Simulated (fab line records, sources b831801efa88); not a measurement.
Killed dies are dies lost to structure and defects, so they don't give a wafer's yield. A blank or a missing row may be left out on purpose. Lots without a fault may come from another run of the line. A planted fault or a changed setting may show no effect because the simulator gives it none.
fab line records | flow sfq_line
record lots=7 wafers=21 last_day=87
route steps=325 shown L0V@17 M0@28 I0@43 M1@58 M8@325
lots that met no fault: from a run of the same line without faults
start_h: hours from the record's first day to the start of the lot's first wafer shown | wait_h: hours since the lot's step before | " the same as in the row above | L1.1+2: a row that stands for several wafers | - no value, or no start given | * or withheld: withheld | < > ~ a bound
route shown NAME@n: a module of which the file shows steps, and the number in the route of the first | usual: mean/standard deviation of fault-free wafers | same: alike in all rows | chamber/n: place in a boat | sites: the reading at each site | _std_site: their standard deviation | _edge_site: outer sites' mean less inner sites' | radius_mm: how far each site lies from the wafer's centre | mask NAME#n: copy n | behind: the tool/chamber that last shaped the wafer | hold: why the lot was held/for how many hours/how that ended | device: the transistor (n, p or np) that didn't switch | end of line: the same wafers' tests at the end of the route | a step without rows: its recipe alone | killed: dies lost to structure and defects at the first sort, not the wafer's yield | map: a wafer's dies, x killed, . not, _ none there
set.NAME: the setting as run; set.NAME@STEP: as run at that earlier step | model.NAME: the simulator's own value behind a step, which no gauge read
lots at some steps of the route; a table a step, a row a wafer
services: from which hour (start_h, from the record's first day; less than 0 if before it) a tool's chamber was out of use, for how many hours, and why
## steps
# step SFQ_TRILAYER_L0_VIA_LITHO_COAT_018
# recipe resist=BARC spin_rpm=3000 resist_thk_nm=62
# step SFQ_TRILAYER_L0_VIA_LITHO_COAT_013
# recipe resist=KrF spin_rpm=3000 resist_thk_nm=650
# step SFQ_TRILAYER_L0_VIA_LITHO_SOFTBAKE_017
# recipe temp_c=withheld time_s=withheld resist=KrF
# step SFQ_TRILAYER_L0_VIA_LITHO_EXPOSE_014
# recipe mask_id=L0V na=0.6 source_shape=conventional sigma_outer=0.65 target_cd_nm=700 dose_mj=21.3
# step SFQ_TRILAYER_L0_VIA_LITHO_PEB_016
# recipe peb_temp_c=115 peb_time_s=60 resist=KrF
# step SFQ_TRILAYER_L0_VIA_LITHO_DEVELOP_015
# recipe time_s=60 resist=KrF
# step SFQ_L0V_OVL_MEAS_903
# usual L0V_OVL=-3/4.6
# columns lot.wafer tool chamber start_h wait_h L0V_OVL[nm]
L176.1 overlay-02 - 200.10 0.1 5
L176.2 " - " " 6
L176.6 " - " " 9
L177.2 overlay-02 - 214.50 0.1 -4
L177.3 " - " " 1
L177.5 " - " " -4
L178.2 overlay-02 - 221.01 0.1 -1
L178.3 " - " " -2
L178.4 " - " " -3
L179.1 overlay-02 - 227.10 0.1 -7
L179.4 " - " " -9
L179.6 " - " " -8
L181.2 overlay-01 - 240.31 0.1 -3
L181.5 " - " " 3
L181.6 " - " " 2
L192.1 overlay-02 - 316.32 0.1 -5
L192.4 " - " " -6
L192.6 " - " " -2
L194.2 overlay-02 - 333.25 0.1 -6
L194.4 " - " " 2
L194.6 " - " " -2
# step SFQ_TRILAYER_L0_VIA_BARC_OPEN_VIA_ETCH_021
# recipe mask_material=PR chemistry=O2 target_depth_nm=125 target=BARC source_w=500 bias_w=80 pressure_mtorr=30 time_s=41.7
# step SFQ_TRILAYER_L0_VIA_ETCH_VIA_ETCH_016
# recipe target=SiO2 stop_on=MoNx_KI mask_material=PR chemistry=CHF3 target_depth_nm=80 source_w=500 bias_w=80 pressure_mtorr=30 time_s=withheld
# usual drypump_motor_current_A=5.6/0.58 oes_product_au=0.845/0.0081
# columns lot.wafer tool chamber start_h wait_h drypump_motor_current_A oes_product_au
L176.1 rie_diel-04 1 200.17 0.0 4.9 0.838
L176.2 " 3 " " 6.1 0.853
L176.6 " 1 " " 4.9 0.854
L177.2 rie_diel-04 1 214.57 0.0 4.9 0.848
L177.3 " 3 " " 6.0 0.851
L177.5 " 0 " " 5.1 0.842
L178.2 rie_diel-01 0 221.08 0.0 5.4 0.843
L178.3 " 1 " " 4.9 0.843
L178.4 " 2 " " 5.8 0.849
L179.1 rie_diel-04 1 227.18 0.0 4.9 0.852
L179.4 " 1 " " 4.9 0.853
L179.6 " 3 " " 6.0 0.852
L181.2 rie_diel-03 0 240.38 0.0 6.2 0.852
L181.5 " 3 " " 5.8 0.849
L181.6 " 2 " " 6.4 0.844
L192.1 rie_diel-04 0 316.39 0.0 5.1 0.834
L192.4 " 0 " " 5.1 0.840
L192.6 " 1 " " 4.9 0.836
L194.2 rie_diel-03 0 333.32 0.0 6.1 0.835
L194.4 " 3 " " 5.8 0.838
L194.6 " 1 " " 6.8 0.850
# step SFQ_TRILAYER_L0_VIA_STRIP_STRIP_017
# recipe gas=O2 power_w=200 platen_temp_c=40 overash_fraction=0.65 chemistry=O2 pressure_mtorr=50
# step SFQ_TRILAYER_L0_VIA_STRIP_SOLV_CLEAN_018
# recipe chemistry=NMP temp_c=70 time_s=600
# step SFQ_TRILAYER_M0_DEP_PRE_CLEAN_020
# recipe gas=Ar time_s=15 bias_v=250
# step SFQ_TRILAYER_M0_DEP_SPUTTER_019
# recipe material=Nb base_pressure_pa=1.33e-06 chamber_pressure_pa=0.1333 substrate_temp_c=20 resputter_cathode_voltage_v=400 target_thk_nm=200 power_w=2000 time_s=133.3
# usual chamber_pressure_pa=0.1333/0.0003 throttle_valve_pct=30.1/0.79
# columns lot.wafer tool chamber start_h wait_h chamber_pressure_pa throttle_valve_pct model.Nb_of_TRILAYER_M0_DEP_SPUTTER_019.thk_nm
L176.1 pvd_sputter-04 - 201.02 0.0 0.1330 30.5 200.7
L176.2 " - " " 0.1337 29.2 202.8
L176.6 " - " " 0.1334 30.4 201.4
L177.2 pvd_sputter-04 - 215.42 0.0 0.1330 30.5 201.9
L177.3 " - " " 0.1336 29.0 200.6
L177.5 " - " " 0.1333 30.6 200.1
L178.2 pvd_sputter-04 - 221.92 0.0 0.1334 30.7 185.8
L178.3 " - " " 0.1330 29.0 202.3
L178.4 " - " " 0.1338 29.3 203.6
L179.1 pvd_sputter-04 - 228.02 0.0 0.1333 30.7 188.2
L179.4 " - " " 0.1334 29.2 203.7
L179.6 " - " " 0.1329 29.1 202.2
L181.2 pvd_sputter-04 - 241.22 0.0 0.1331 29.1 201.4
L181.5 " - " " 0.1331 30.8 183.6
L181.6 " - " " 0.1331 29.3 200.2
L192.1 pvd_sputter-03 - 317.84 0.0 0.1330 30.3 200.8
L192.4 " - " " 0.1334 30.7 200.8
L192.6 " - " " 0.1333 30.0 200.4
L194.2 pvd_sputter-03 - 334.16 0.0 0.1334 31.1 199.7
L194.4 " - " " 0.1335 30.3 200.5
L194.6 " - " " 0.1336 30.9 198.9
# step SFQ_M0_RS_MEAS_904
# recipe thk_meas_gauge=four-point-probe reads=Nb_of_TRILAYER_M0_DEP_SPUTTER_019
# usual M0_NB_RS=0.889/0.0094
# columns lot.wafer tool chamber start_h wait_h M0_NB_RS[ohm/sq]
L176.1 film_metro-03 - 201.11 0.0 0.886
L176.2 " - " " 0.877
L176.6 " - " " 0.883
L177.2 film_metro-03 - 215.53 0.1 0.883
L177.3 " - " " 0.889
L177.5 " - " " 0.889
L178.2 film_metro-02 - 222.03 0.1 0.961
L178.3 " - " " 0.881
L178.4 " - " " 0.875
L179.1 film_metro-01 - 228.11 0.0 0.946
L179.4 " - " " 0.873
L179.6 " - " " 0.881
L181.2 film_metro-02 - 241.33 0.1 0.885
L181.5 " - " " 0.973
L181.6 " - " " 0.890
L192.1 film_metro-03 - 317.93 0.0 0.886
L192.4 " - " " 0.885
L192.6 " - " " 0.888
L194.2 film_metro-03 - 334.27 0.1 0.889
L194.4 " - " " 0.887
L194.6 " - " " 0.894
# step SFQ_TRILAYER_M0_LITHO_COAT_026
# recipe resist=BARC spin_rpm=3000 resist_thk_nm=62
# step SFQ_TRILAYER_M0_LITHO_COAT_021
# recipe resist=KrF spin_rpm=3000 resist_thk_nm=600
# step SFQ_TRILAYER_M0_LITHO_SOFTBAKE_025
# recipe temp_c=withheld time_s=withheld resist=KrF
# step SFQ_TRILAYER_M0_LITHO_EXPOSE_022
# recipe mask_id=M0 na=0.6 source_shape=conventional sigma_outer=0.65 target_cd_nm=500 dose_mj=14.4
# step SFQ_TRILAYER_M0_LITHO_PEB_024
# recipe peb_temp_c=115 peb_time_s=60 resist=KrF
# step SFQ_TRILAYER_M0_LITHO_DEVELOP_023
# recipe time_s=60 resist=KrF
# step SFQ_M0_OVL_MEAS_906
# usual M0_OVL=1/4.9
# columns lot.wafer tool chamber start_h wait_h M0_OVL[nm]
L176.1 overlay-02 - 301.79 0.1 9
L176.2 " - " " 11
L176.6 " - " " 11
L177.2 overlay-01 - 318.72 0.1 0
L177.3 " - " " 2
L177.5 " - " " 0
L178.2 overlay-01 - 328.40 0.1 4
L178.3 " - " " 3
L178.4 " - " " 2
L179.1 overlay-02 - 338.04 0.1 2
L179.4 " - " " 1
L179.6 " - " " 2
L181.2 overlay-01 - 352.45 0.1 2
L181.5 " - " " -1
L181.6 " - " " 3
L192.1 overlay-02 - 454.75 0.1 2
L192.4 " - " " 6
L192.6 " - " " 3
L194.2 overlay-01 - 472.75 0.1 9
L194.4 " - " " 5
L194.6 " - " " 2
# step SFQ_TRILAYER_M0_BARC_OPEN_METAL_ETCH_031
# recipe mask_material=PR chemistry=O2 target_depth_nm=125 target=BARC icp_w=600 bias_w=80 pressure_mtorr=10 time_s=41.7
# usual drypump_motor_current_A=5.6/0.56 he_backside_leak_sccm=3.5/0.39 oes_product_au=0.685/0.0045
# columns lot.wafer tool chamber start_h wait_h drypump_motor_current_A he_backside_leak_sccm oes_product_au rf_hours_counter_h
L176.1 rie_metal-03 1 301.83 0.0 4.8 3.5 0.684 76
L176.2 " 0 " " 6.2 3.7 0.679 141
L176.6 " 0 " " 6.2 3.4 0.675 -
L177.2 rie_metal-03 1 318.75 0.0 4.8 3.6 0.689 77
L177.3 " 1 " " 4.8 3.5 0.685 -
L177.5 " 1 " " 4.8 3.4 0.686 -
L178.2 rie_metal-03 0 328.43 0.0 6.1 3.6 0.679 144
L178.3 " 0 " " 6.1 3.5 0.678 -
L178.4 " 1 " " 4.8 3.4 0.686 -
L179.1 rie_metal-01 1 338.08 0.0 6.0 3.0 0.679 30
L179.4 " 1 " " 6.0 3.1 0.686 -
L179.6 " 0 " " 5.2 3.1 0.687 -
L181.2 rie_metal-01 1 352.48 0.0 6.0 3.1 0.688 33
L181.5 " 1 " " 6.0 3.3 0.686 -
L181.6 " 0 " " 5.2 3.1 0.687 -
L192.1 rie_metal-01 0 454.78 0.0 5.2 3.1 0.679 32
L192.4 " 1 " " 6.0 3.1 0.687 -
L192.6 " 1 " " 6.0 3.1 0.682 -
L194.2 rie_metal-03 0 472.78 0.0 6.2 3.6 0.691 167
L194.4 " 1 " " 4.8 3.7 0.682 -
L194.6 " 1 " " 4.8 3.6 0.688 -
# step SFQ_TRILAYER_M0_ETCH_METAL_ETCH_024
# recipe target=Nb stop_on=SiO2 mask_material=PR chemistry=Cl2/Ar target_depth_nm=240 icp_w=600 bias_w=80 pressure_mtorr=10 time_s=120
# usual drypump_motor_current_A=5.6/0.56 he_backside_leak_sccm=3.4/0.36 oes_product_au=0.895/0.0064
# columns lot.wafer tool chamber start_h wait_h drypump_motor_current_A he_backside_leak_sccm oes_product_au rf_hours_counter_h
L176.1 rie_metal-03 1 301.89 0.0 4.8 3.6 0.894 76
L176.2 " 0 " " 6.2 3.8 0.901 141
L176.6 " 0 " " 6.2 3.4 0.902 -
L177.2 rie_metal-03 1 318.81 0.0 4.8 3.6 0.901 77
L177.3 " 1 " " 4.8 3.4 0.898 -
L177.5 " 1 " " 4.8 3.4 0.896 -
L178.2 rie_metal-03 0 328.49 0.0 6.1 3.7 0.856 144
L178.3 " 0 " " 6.1 3.7 0.900 -
L178.4 " 1 " " 4.8 3.3 0.902 -
L179.1 rie_metal-01 1 338.14 0.0 6.0 3.2 0.870 30
L179.4 " 1 " " 6.0 3.3 0.905 -
L179.6 " 0 " " 5.2 3.1 0.904 -
L181.2 rie_metal-01 1 352.54 0.0 6.0 3.1 0.894 33
L181.5 " 1 " " 6.0 3.0 0.853 -
L181.6 " 0 " " 5.2 3.0 0.892 -
L192.1 rie_metal-01 0 454.84 0.0 5.2 3.3 0.896 32
L192.4 " 1 " " 6.0 3.2 0.901 -
L192.6 " 1 " " 6.0 3.2 0.898 -
L194.2 rie_metal-03 0 472.84 0.0 6.1 3.8 0.892 167
L194.4 " 1 " " 4.8 3.5 0.887 -
L194.6 " 1 " " 4.8 3.6 0.888 -
# step SFQ_TRILAYER_M0_STRIP_STRIP_025
# recipe gas=O2 power_w=200 platen_temp_c=40 overash_fraction=0.65 chemistry=O2 pressure_mtorr=50
# usual drypump_motor_current_A=5.6/0.56 he_backside_leak_sccm=3.4/0.33 oes_product_au=1.002/0.01
# columns lot.wafer tool chamber start_h wait_h drypump_motor_current_A he_backside_leak_sccm oes_product_au rf_hours_counter_h
L176.1 rie_metal-03 1 302.01 0.1 4.8 3.4 1.005 76
L176.2 " 0 " " 6.2 3.7 0.995 141
L176.6 " 0 " " 6.2 3.8 0.996 -
L177.2 rie_metal-03 1 318.94 0.1 4.8 3.4 1.020 78
L177.3 " 1 " " 4.8 3.4 1.012 -
L177.5 " 1 " " 4.8 3.5 1.021 -
L178.2 rie_metal-03 0 328.62 0.1 6.2 3.8 1.010 145
L178.3 " 0 " " 6.2 3.9 1.002 -
L178.4 " 1 " " 4.8 3.5 1.011 -
L179.1 rie_metal-01 1 338.26 0.1 6.0 3.3 0.993 31
L179.4 " 1 " " 6.0 3.3 0.988 -
L179.6 " 0 " " 5.2 3.2 0.995 -
L181.2 rie_metal-01 1 352.66 0.1 6.0 3.1 1.002 33
L181.5 " 1 " " 6.0 3.2 0.990 -
L181.6 " 0 " " 5.2 3.1 1.005 -
L192.1 rie_metal-01 0 454.97 0.1 5.2 3.1 1.000 32
L192.4 " 1 " " 6.0 3.2 0.992 -
L192.6 " 1 " " 6.0 3.3 0.996 -
L194.2 rie_metal-03 0 472.97 0.1 6.1 3.6 0.991 167
L194.4 " 1 " " 4.8 3.5 1.009 -
L194.6 " 1 " " 4.8 3.4 1.000 -
# step SFQ_TRILAYER_M0_STRIP_SOLV_CLEAN_026
# recipe chemistry=NMP temp_c=70 time_s=600
# step SFQ_TRILAYER_I0_DEP_PECVD_027
# recipe material=SiO2 temp_c=150 time_s=111.11 pressure_torr=2.4 rf_w=183.3 precursor=SiH4/N2O target_thk_nm=500
# step SFQ_TRILAYER_I0_CMP_CMP_028
# recipe material=SiO2 down_force_psi=3 platen_rpm=60 pad_velocity_m_s=0.94248
# step SFQ_I0_BOW_MEAS_907
# recipe mode=bow
# usual I0_BOW=3/7.7
# columns lot.wafer tool chamber start_h wait_h I0_BOW[um]
L176.1 film_metro-02 - 307.49 2.5 -2
L176.2 " - " " 2
L176.6 " - " " -2
L177.2 film_metro-02 - 323.09 1.0 9
L177.3 " - " " -9
L177.5 " - " " 1
L178.2 film_metro-04 - 332.49 1.5 9
L178.3 " - " " -3
L178.4 " - " " 6
L179.1 film_metro-03 - 342.12 1.0 0
L179.4 " - " " -7
L179.6 " - " " 11
L181.2 film_metro-03 - 356.54 2.5 -4
L181.5 " - " " -8
L181.6 " - " " -2
L192.1 film_metro-03 - 458.82 2.0 0
L192.4 " - " " 3
L192.6 " - " " 2
L194.2 film_metro-02 - 476.84 2.5 5
L194.4 " - " " 10
L194.6 " - " " 20
# step SFQ_TRILAYER_I0_METRO_MEASURE_029
# usual thk_nm=200.0/0.88
# columns lot.wafer tool chamber start_h wait_h thk_nm
L176.1 film_metro-02 - 307.61 0.1 199.8
L176.2 " - " " 200.0
L176.6 " - " " 199.9
L177.2 film_metro-02 - 323.39 0.3 200.0
L177.3 " - " " 199.9
L177.5 " - " " 200.0
L178.2 film_metro-04 - 332.79 0.3 200.2
L178.3 " - " " 200.5
L178.4 " - " " 199.9
L179.1 film_metro-03 - 342.24 0.1 199.3
L179.4 " - " " 200.9
L179.6 " - " " 199.8
L181.2 film_metro-03 - 356.84 0.3 200.2
L181.5 " - " " 200.8
L181.6 " - " " 198.6
L192.1 film_metro-03 - 458.94 0.1 198.6
L192.4 " - " " 199.8
L192.6 " - " " 199.3
L194.2 film_metro-02 - 477.14 0.3 200.5
L194.4 " - " " 200.1
L194.6 " - " " 200.9
# step SFQ_TRILAYER_I0_VIA_LITHO_COAT_036
# recipe resist=BARC spin_rpm=3000 resist_thk_nm=62
# step SFQ_TRILAYER_I0_VIA_LITHO_COAT_031
# recipe resist=KrF spin_rpm=3000 resist_thk_nm=650
# step SFQ_TRILAYER_I0_VIA_LITHO_SOFTBAKE_035
# recipe temp_c=withheld time_s=withheld resist=KrF
# step SFQ_TRILAYER_I0_VIA_LITHO_EXPOSE_032
# recipe mask_id=I0 na=0.6 source_shape=conventional sigma_outer=0.65 target_cd_nm=500 dose_mj=21.3
# step SFQ_TRILAYER_I0_VIA_LITHO_PEB_034
# recipe peb_temp_c=115 peb_time_s=60 resist=KrF
# step SFQ_TRILAYER_I0_VIA_LITHO_DEVELOP_033
# recipe time_s=60 resist=KrF
# step SFQ_I0_OVL_MEAS_908
# usual I0_OVL=0/6
# columns lot.wafer tool chamber start_h wait_h I0_OVL[nm]
L176.1 overlay-02 - 442.75 0.1 2
L176.2 " - " " 2
L176.6 " - " " 2
L177.2 overlay-02 - 460.75 0.1 10
L177.3 " - " " 2
L177.5 " - " " -3
L178.2 overlay-01 - 471.55 0.1 3
L178.3 " - " " -5
L178.4 " - " " -5
L179.1 overlay-02 - 481.27 0.1 -5
L179.4 " - " " 2
L179.6 " - " " 1
L181.2 overlay-02 - 505.52 0.1 -3
L181.5 " - " " -5
L181.6 " - " " -1
L192.1 overlay-02 - 614.90 0.1 2
L192.4 " - " " 7
L192.6 " - " " 2
L194.2 overlay-01 - 633.13 0.1 6
L194.4 " - " " 3
L194.6 " - " " 4
# step SFQ_TRILAYER_I0_VIA_BARC_OPEN_VIA_ETCH_046
# recipe mask_material=PR chemistry=O2 target_depth_nm=125 target=BARC source_w=500 bias_w=80 pressure_mtorr=30 time_s=41.7
# step SFQ_TRILAYER_I0_VIA_ETCH_VIA_ETCH_034
# recipe target=SiO2 stop_on=Nb mask_material=PR taper_deg=20 chemistry=CHF3 target_depth_nm=260 source_w=500 bias_w=80 pressure_mtorr=30 time_s=withheld
# step SFQ_TRILAYER_I0_VIA_STRIP_STRIP_035
# recipe gas=O2 power_w=200 platen_temp_c=40 overash_fraction=0.65 chemistry=O2 pressure_mtorr=50
# usual drypump_motor_current_A=5.61/0.29 he_backside_leak_sccm=3.21/0.29 oes_product_au=0.998/0.0089
# columns lot.wafer tool chamber start_h wait_h drypump_motor_current_A he_backside_leak_sccm oes_product_au rf_hours_counter_h
L176.1 rie_metal-01 1 442.93 - 6.00 3.04 0.991 49
L176.2 " 0 " " 5.18 3.05 0.996 31
L176.6 " 0 " " 5.20 2.93 0.993 -
L177.2 rie_metal-01 1 460.93 - 5.95 3.26 0.990 52
L177.3 " 0 " " 5.21 3.13 0.990 -
L177.5 " 1 " " 5.97 5.55 0.992 -
L178.2 rie_metal-01 0 471.73 - 5.19 3.06 0.993 35
L178.3 " 1 " " 5.99 3.14 0.995 -
L178.4 " 0 " " 5.19 3.23 1.006 -
L179.1 rie_metal-04 0 481.46 - 5.59 3.17 0.999 32
L179.4 " 1 " " 5.67 3.09 1.002 -
L179.6 " 0 " " 5.57 3.06 1.008 -
L181.2 rie_metal-01 0 505.70 - 5.18 5.14 0.997 40
L181.5 " 1 " " 5.96 3.27 0.990 -
L181.6 " 0 " " 5.19 3.01 1.003 -
L192.1 rie_metal-01 1 615.09 - 5.95 3.22 1.005 73
L192.4 " 0 " " 5.23 3.24 0.992 -
L192.6 " 0 " " 5.20 3.29 0.989 -
L194.2 rie_metal-01 0 633.31 - 5.24 3.25 0.996 59
L194.4 " 0 " " 5.26 3.19 0.991 -
L194.6 " 1 " " 5.96 3.38 1.002 -
# step SFQ_TRILAYER_I0_VIA_STRIP_SOLV_CLEAN_036
# recipe chemistry=NMP temp_c=70 time_s=600
# step SFQ_TRILAYER_M1_DEP_PRE_CLEAN_038
# recipe gas=Ar time_s=22.5 bias_v=250
# step SFQ_M8_BOW_MEAS_951
# recipe mode=bow
# usual M8_BOW=9/8.9
# columns lot.wafer tool chamber start_h wait_h M8_BOW[um] model.etest.m0.ohm_um model.etest.m0.ohm_sq model.etest.i0.link_ohm
L176.1 film_metro-03 - 2013.84 0.0 3 1.778 0.8876 1.96
L176.2 " - " " 5 1.766 0.8784 1.965
L176.6 " - " " 2 1.77 0.8842 1.951
L177.2 film_metro-04 - 2016.26 0.0 14 1.754 0.8823 1.967
L177.3 " - " " -4 1.77 0.888 1.971
L177.5 " - " " 6 1.776 0.8903 1.968
L178.2 film_metro-03 - 2019.86 0.0 26 1.925 0.9587 2.051
L178.3 " - " " 14 1.772 0.8802 1.968
L178.4 " - " " 23 1.75 0.8748 1.966
L179.1 film_metro-02 - 2023.44 0.0 7 1.901 0.9464 2.02
L179.4 " - " " 1 1.75 0.8743 1.942
L179.6 " - " " 18 1.76 0.8809 1.951
L181.2 film_metro-02 - 2028.26 0.0 -1 1.773 0.8843 1.953
L181.5 " - " " -5 1.946 0.9701 2.049
L181.6 " - " " 0 1.783 0.8895 1.965
L192.1 film_metro-03 - 2069.04 0.0 13 1.763 0.887 1.951
L192.4 " - " " 16 1.77 0.8868 1.957
L192.6 " - " " 14 1.773 0.8887 1.945
L194.2 film_metro-04 - 2076.27 0.0 14 1.782 0.8919 1.952
L194.4 " - " " 18 1.776 0.8885 1.976
L194.6 " - " " 29 1.797 0.8957 1.962
## services
# columns tool chamber start_h hours kind
film_metro-02 - 215.64 1.6 pm
film_metro-03 - 249.86 0.6 pm
film_metro-03 - 250.54 0.6 pm
rie_diel-04 - 257.31 2.8 pm
film_metro-02 - 268.72 0.7 pm
rie_diel-04 2 273.53 7.0 repair
film_metro-02 - 291.75 2.8 repair
rie_diel-04 2 313.39 21.3 repair
rie_metal-01 1 314.23 14.9 repair
rie_diel-04 0 317.51 21.3 repair
rie_diel-04 3 322.98 4.1 repair
rie_metal-03 - 330.70 1.2 repair
film_metro-03 - 387.63 0.7 pm
rie_metal-01 0 403.58 17.5 repair
rie_diel-04 3 407.03 5.0 repair
film_metro-02 - 416.64 2.4 pm
pvd_sputter-04 - 419.70 6.8 repair
rie_metal-01 0 435.32 2.9 repair
rie_metal-03 0 449.70 6.4 repair
rie_diel-04 1 451.64 10.6 repair
rie_metal-01 1 469.18 1.5 repair
rie_diel-04 2 522.88 4.6 repair
rie_metal-01 1 566.09 3.0 repair
rie_diel-04 0 589.72 8.8 repair
## key
first_sign step=SFQ_M0_RS_MEAS_904 reading=M0_NB_RS direction=up sigmas=7.6 usual=0.889 struck=0.960
effect step=SFQ_TRILAYER_M0_ETCH_METAL_ETCH_024 reading=oes_product_au direction=down sigmas=5.5 usual=0.895 struck=0.860
model_effect step=SFQ_TRILAYER_M0_DEP_SPUTTER_019 value=Nb_of_TRILAYER_M0_DEP_SPUTTER_019.thk_nm without=201.9 struck=185.9
model_effect step=SFQ_M8_BOW_MEAS_951 value=etest.m0.ohm_um without=1.771 struck=1.924
met_at SFQ_TRILAYER_M0_DEP_SPUTTER_019
struck_wafers L178.2,L179.1,L181.5
onset_between 215.42 221.92
fault kind=process_parameter_drift tool=pvd_sputter-04 chamber=- onset_h=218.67 steps=SFQ_TRILAYER_M0_DEP_SPUTTER_019 channel=time_s offset=* shape=step end_h=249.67 acts_in=* stated=* scope=struck_wafers_only
